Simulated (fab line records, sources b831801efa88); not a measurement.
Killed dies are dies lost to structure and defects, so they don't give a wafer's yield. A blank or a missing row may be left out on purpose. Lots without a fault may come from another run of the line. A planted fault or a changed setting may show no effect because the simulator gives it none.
A struck lot beside a sound one | flow gf180mcu | 28 steps out of a route of 602
Sound: wafers L612.4, L612.5, L612.6. Struck: wafers L630.2, L630.4, L630.6. The cause comes at the end.
At each step with rows: each side's tool, then ch and its chambers, then its first start. Under that, the readings that differ: sound wafers | struck wafers | difference of the means | sigmas: that difference in standard deviations of wafers without a fault.
alike: readings whose means differ by less than 2 such deviations, and words and numbers that are the same on both sides. not compared: withheld readings, readings that some wafer has no value for, bounds like >300 that may hide the same value, and numbers for which the record gives no deviation and whose values overlap.
The two part at a step that has a row with sigmas, a row that says differs or no value, or rows on one side only. Numbers that don't overlap but have no deviation are shown without sigmas and don't part them. A reading that every wafer of one side lacks parts them only if that side has two wafers or more.

GF_V5_ETCH_17: etches SiO2 in C4F8/O2/Ar, stops on TiN, target depth 855 nm.
  sound on rie_diel-03 ch 0,2,3; struck on rie_diel-03 ch 0,3
  alike: bias_w, oes_product_au
then, 5 steps without rows for these wafers: GF_V5_STRIP_18 (strips in O2/N2); GF_V5_STRIP_19 (strips in post etch residue remover, time 1200 s); GF_V5_CLEAN_20 (cleans in DIW); GF_V5_SPUTTER_21 (material Ti, target thk 15 nm, time 80.02 s); GF_V5_SPUTTER_22 (material TiN, target thk 10 nm, time 40 s).
GF_V5_CVD_23: deposits W, target thk 350 nm, time 104.9 s.
  sound on cvd_w-02 ch 0,1, day 27 02:07; struck on cvd_w-02 ch 0,1, day 32 11:13
  alike: chamber_pressure_Torr, heater_power_w
GF_V5_RS_MEAS_24: measures by four-point-probe.
  sound on film_metro-01, day 27 02:16; struck on film_metro-04, day 32 11:20
  alike: V5_W_RS
GF_V5_THK_MEAS_25: measures by xrf.
  sound on film_metro-01, day 27 02:21; struck on film_metro-04, day 32 11:27
  reading       | sound       | struck      | difference | sigmas
  V5_W_THK (nm) | 350 353 350 | 343 340 342 | -9         | -2
then, 1 step without rows for these wafers: GF_V5_CMP_26 (polishes, stops on SiO2, t overpolish 15 s, target thk 0 nm).
GF_TOP_METAL_SPUTTER_00: material Ti, target thk 37.5 nm, time 150 s.
  sound on pvd_sputter-01, day 27 02:41; struck on pvd_sputter-03, day 32 11:48
  alike: cathode_dc_power_W, chamber_pressure_pa, throttle_valve_pct
GF_TOP_METAL_SPUTTER_01: material TiN, target thk 30 nm, time 25 s.
  sound on pvd_sputter-01, day 27 02:47; struck on pvd_sputter-03, day 32 11:54
  alike: cathode_dc_power_W, chamber_pressure_pa, throttle_valve_pct
GF_TOP_METAL_SPUTTER_02: material AlCu, target thk 900 nm, time 47.82 s.
  sound on pvd_sputter-01, day 27 02:49; struck on pvd_sputter-03, day 32 11:56
  no value came back on the struck wafers for cathode_dc_power_W (W), chamber_pressure_pa (Pa), throttle_valve_pct (%); on the sound wafers cathode_dc_power_W (W) reads 10601 10602 10599
then, 2 steps without rows for these wafers: GF_TOP_METAL_SPUTTER_03 (material Ti, target thk 5 nm, time 3.3 s); GF_TOP_METAL_SPUTTER_04 (material TiN, target thk 25 nm, time 20.34 s).
GF_TOP_METAL_RS_MEAS_05: measures by four-point-probe.
  sound on film_metro-01, day 27 02:58; struck on film_metro-03, day 32 12:02
  reading                    | sound                | struck               | difference | sigmas
  TOP_METAL_ALCU_RS (ohm/sq) | 0.0329 0.0326 0.0328 | 9.7374 9.7797 9.7018 | +9.7069    | +99 or more
GF_TOP_METAL_THK_MEAS_06: measures by xrf.
  sound on film_metro-01, day 27 03:03; struck on film_metro-03, day 32 12:09
  reading                 | sound       | struck   | difference | sigmas
  TOP_METAL_ALCU_THK (nm) | 884 889 888 | <0 <0 <0 | differs    |
then, 7 steps without rows for these wafers: GF_TOP_METAL_DEHYDRATE_07 (time 60 s); GF_TOP_METAL_HMDS_08 (prime time 60 s); GF_TOP_METAL_COAT_09 (resist thk 1500 nm); GF_TOP_METAL_SOFTBAKE_10 (time 60 s); GF_TOP_METAL_EXPOSE_11 (exposes mask MetalTop, target cd 440 nm); GF_TOP_METAL_PEB_12; GF_TOP_METAL_DEVELOP_13 (develop time 60 s).
GF_TOP_METAL_CD_MEAS_14: target cd 440 nm.
  sound on cd_sem-02, day 27 23:05; struck on cd_sem-01, day 33 03:41
  reading    | sound             | struck            | difference | sigmas
  cd_nm (nm) | 442.7 444.7 444.1 | 437.4 439.2 436.7 | -6.1       | -3
GF_TOP_METAL_OVL_MEAS_15:
  sound on overlay-01, day 27 23:10; struck on overlay-01, day 33 03:47
  reading            | sound       | struck         | difference | sigmas
  TOP_METAL_OVL (nm) | 3.1 3.5 2.0 | -0.7 -0.6 -0.8 | -3.6       | -3
GF_TOP_METAL_METAL_ETCH_16: etches the open film in Cl2/BCl3, stops on SiO2, target depth 1077.5 nm, time 179.6 s.
  sound on rie_metal-03 ch 0,1, day 27 23:14; struck on rie_metal-02 ch 0, day 33 03:49
  reading                | sound                | struck               | difference | sigmas
  oes_product_au (a.u.)  | 0.969 0.971 0.962    | 0.982 0.985 0.988    | +0.018     | +3
  throttle_valve_pct (%) | 28.271 28.239 28.261 | 28.244 28.225 28.214 | -0.029     | -3
  alike: bias_w, drypump_motor_current_A
  not compared: rf_hours_counter_h
GF_TOP_METAL_STRIP_17: strips in O2/N2.
  sound on plasma_asher-01 ch 0,1, day 27 23:23; struck on plasma_asher-01 ch 0,1, day 33 04:00
  reading                      | sound             | struck            | difference | sigmas
  strip_time_to_endpoint_s (s) | 13.31 13.42 13.34 | 13.53 13.50 13.50 | +0.15      | +2
  alike: drypump_motor_current_A, heater_power_w, oes_product_au
  not compared: rf_hours_counter_h

WHERE THEY PART
First at GF_V5_THK_MEAS_25; last, within this record, at GF_TOP_METAL_STRIP_17.

WHY: what the simulator had put in
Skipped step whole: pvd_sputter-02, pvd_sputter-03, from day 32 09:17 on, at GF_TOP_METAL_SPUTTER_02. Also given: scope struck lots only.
